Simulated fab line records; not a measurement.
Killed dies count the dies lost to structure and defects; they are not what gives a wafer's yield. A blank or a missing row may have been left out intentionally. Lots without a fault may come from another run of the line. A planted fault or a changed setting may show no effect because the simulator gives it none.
Struck lot and sound lot, side by side -- flow sky130 -- 17 out of 708 route steps
Sound: these wafers, L556.1, L556.2, L556.5. Struck: wafers L561.1, L561.3, L561.5. Last of all comes the cause.
At each step with rows: each side's tool, then ch and its chambers, then its first start. Under that, the readings that differ: sound wafers -- struck wafers -- difference of the means -- sigmas: that difference in standard deviations of wafers without a fault.
alike: readings whose means differ by less than 2 such deviations, and words and numbers that are the same on both sides. not compared: withheld readings, readings that some wafer has no value for, bounds like >300 that may hide the same value, and numbers for which the record gives no deviation and whose values overlap.
Wherever a step has rows on one side only, a row that says differs or no value, or a row with sigmas, the two part there. When numbers do not overlap yet have no deviation, they are printed without sigmas and do not part them. A reading that every wafer of one side lacks parts them only if that side has two wafers or more.

first, 3 steps without rows for these wafers: SKY_SONOS_ONO_WET_ETCH_18 (etches Si3N4 in H3PO4, target depth 15 nm, time 172 s); SKY_GATE_OXIDE_CLEAN_00 (cleans in SC1/SC2, time 150 s); SKY_GATE_OXIDE_OXIDATION_01 (stabilise 600 s, purge 300 s, target thk 10.268 nm).
SKY_GATE_OXIDE_THK_MEAS_02:
  sound on film metro-01, day 17 11:44; struck on film metro-01, day 19 05:40
  alike: GATE_OXIDE_OXIDATION_00_THK
then, 7 steps without rows for these wafers: SKY_GATE_OXIDE_DEHYDRATE_03 (time 60 s); SKY_GATE_OXIDE_HMDS_04 (prime time 60 s); SKY_GATE_OXIDE_COAT_05 (resist thk 1140 nm); SKY_GATE_OXIDE_SOFTBAKE_06 (time 60 s); SKY_GATE_OXIDE_EXPOSE_07 (exposes mask LVOM, target cd 600 nm); SKY_GATE_OXIDE_PEB_08; SKY_GATE_OXIDE_DEVELOP_09 (develop time 60 s).
SKY_GATE_OXIDE_OVL_MEAS_10:
  sound on overlay-01, day 18 15:56; struck on overlay-01, day 20 11:35
  alike: GATE_OXIDE_OVL
SKY_GATE_OXIDE_IMPLANT_11:
  sound on implanter-03 ch 0, day 18 15:58; struck on implanter-03 ch 0, day 20 11:37
reading,sound,struck,difference,sigmas
dose ions cm2,2.603e+12 2.602e+12 2.605e+12,3.729e+12 3.73e+12 3.731e+12,+1.127e+12,+99 or more
faraday current uA,14.44 14.60 14.61,22.18 20.57 21.02,+6.71,+23
  alike: beam energy keV
then, 1 step without rows for these wafers: SKY_GATE_OXIDE_WET_ETCH_12 (etches SiO2 in dHF, target depth 16.8 nm, time 336 s).
SKY_GATE_OXIDE_STRIP_13: strips in O2/N2.
  sound on plasma asher-04 ch 0,1, day 18 16:14; struck on plasma asher-03 ch 0,1, day 20 11:53
  alike: drypump motor current A, oes product au, strip time to endpoint s
  not compared: rf hours counter h
SKY_GATE_OXIDE_TW_MEAS_14:
  sound on film metro-02, day 18 16:20; struck on film metro-03, day 20 12:13
reading,sound,struck,difference,sigmas
GATE_OXIDE_TW,224 225 226,244 242 242,+18,+5
  not compared: hold
-- the record jumps here: 30 days lie between the struck wafers' starts before and after (it left off in module GATE_OXIDE and takes up again in module PAD_OPEN, whose first step shown is number 708 of the route) --
SKY_PAD_OPEN_PROBE_99:
  sound on prober-01, day 49 03:41; struck on prober-02, day 50 05:52
reading,sound,struck,difference,sigmas
hold,- - -,await dispo/2.3h/release await dispo/2.3h/release await dispo/2.3h/release,no value on the sound wafers,
killed_at_M0_to_M3,52 51 59,41 47 28,-15,-2
  alike: killed_at_M4_up, killed at contacts, killed at front end, killed at other, killed dies, killed open, killed short

== WHERE THEY PART ==
Earliest at SKY_GATE_OXIDE_IMPLANT_11; latest, in this record, at SKY_PAD_OPEN_PROBE_99.

WHY: what the simulator had put in
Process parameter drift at SKY_GATE_OXIDE_IMPLANT_11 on implanter-03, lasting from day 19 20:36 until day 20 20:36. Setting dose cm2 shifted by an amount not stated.
